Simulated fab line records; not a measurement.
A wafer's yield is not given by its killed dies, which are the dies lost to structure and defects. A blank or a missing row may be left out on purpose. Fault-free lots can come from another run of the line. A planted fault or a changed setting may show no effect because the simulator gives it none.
A struck lot beside a sound one || flow sky130 || 15 steps out of a route of 708
Sound: the wafers L522.2, L522.4, L522.5. Struck: wafers L514.2, L514.3, L514.6. The cause comes at the end.
Each step with rows lists, per side, the tool, then ch with its chambers, then its first start. Under that, the readings that differ: sound wafers || struck wafers || difference of the means || sigmas: that difference in standard deviations of wafers without a fault.
alike: readings whose means differ by less than 2 such deviations, and words and numbers that are the same on both sides. not compared: withheld readings, readings that some wafer has no value for, bounds like >300 that may hide the same value, and numbers for which the record gives no deviation and whose values overlap.
The two part at a step that has a row with sigmas, a row that says differs or no value, or rows on one side only. When numbers do not overlap yet have no deviation, they are printed without sigmas and do not part them. A reading that every wafer of one side lacks parts them only if that side has two wafers or more.

SKY_METAL5_RS_MEAS_05: uses a four-point probe to measure.
  struck on film_metro-04, day 46 06:07; sound on film_metro-02, day 48 02:26
  alike: METAL5_ALCU_RS
SKY_METAL5_THK_MEAS_06: measures by xrf.
  struck on film_metro-04, day 46 06:13; sound on film_metro-02, day 48 02:33
  alike: METAL5_ALCU_THK
then, 7 steps without rows for these wafers: SKY_METAL5_DEHYDRATE_07 (time 60 s); SKY_METAL5_HMDS_08 (prime time 60 s); SKY_METAL5_COAT_09 (resist thk 1800 nm); SKY_METAL5_SOFTBAKE_10 (time 60 s); SKY_METAL5_EXPOSE_11 (exposes mask MM5, target cd 1600 nm); SKY_METAL5_PEB_12; SKY_METAL5_DEVELOP_13 (develop time 60 s).
SKY_METAL5_DESCUM_14: chemistry O2, time 11 s.
  sound on rie_metal-01 ch 0,1, day 48 20:14; struck on rie_metal-03 ch 0,1, day 47 03:15
  alike: drypump_motor_current_A, oes_product_au
  not compared: rf_hours_counter_h
SKY_METAL5_METAL_ETCH_15: etches the open film in Cl2/BCl3, stops on SiO2, target depth 1260 nm, time 252 s.
  sound on rie_metal-01 ch 0,1, day 48 20:17; struck on rie_metal-03 ch 0,1, day 47 03:17
  alike: drypump_motor_current_A, oes_product_au, throttle_valve_pct
  not compared: rf_hours_counter_h
SKY_METAL5_STRIP_16: strips in O2/N2.
  sound on plasma_asher-01 ch 0,1, day 48 20:31; struck on plasma_asher-01 ch 0,1, day 47 03:31
  alike: chamber_pressure_mTorr, drypump_motor_current_A, oes_product_au, strip_time_to_endpoint_s
  not compared: rf_hours_counter_h
SKY_METAL5_STRIP_17: strips in post etch residue remover, time 1200 s.
  sound on wet_bench-02 ch 2, day 48 20:37; struck on wet_bench-02 ch 1, day 47 03:37
  no value came back on the struck wafers for bath_guard_temp_C (C), bath_heat_duty_pct (%); on the sound wafers bath_guard_temp_C (C) reads 72.0 72.0 72.4
then, 1 step without rows for these wafers: SKY_METAL5_CLEAN_18 (cleans in IPA, time 180 s).
SKY_PAD_OPEN_PROBE_99:
  struck on prober-02, day 48 20:52; sound on prober-01, day 50 09:43
{"reading": "model.etest.met5_comb.leak_log10_a_um", "sound": "-12 -11.97 -11.76", "struck": "-11.7 -11.6 -11.75", "difference": "+0.2", "sigmas": ""}
  alike: defect_limited_yield, killed_at_M0_to_M3, killed_at_M4_up, killed_at_contacts, killed_at_front_end, killed_at_other, killed_dies, killed_open, killed_short, sort_bin_3_pad_short, sort_bin_5_function, sort_bin_6_memory, sort_n_pass, sort_yield_pct

WHERE THEY PART
Only at SKY_METAL5_STRIP_17, within this record. Later steps at which nothing parts them and some readings are alike: SKY_PAD_OPEN_PROBE_99.

WHY: what had been put in by the simulator
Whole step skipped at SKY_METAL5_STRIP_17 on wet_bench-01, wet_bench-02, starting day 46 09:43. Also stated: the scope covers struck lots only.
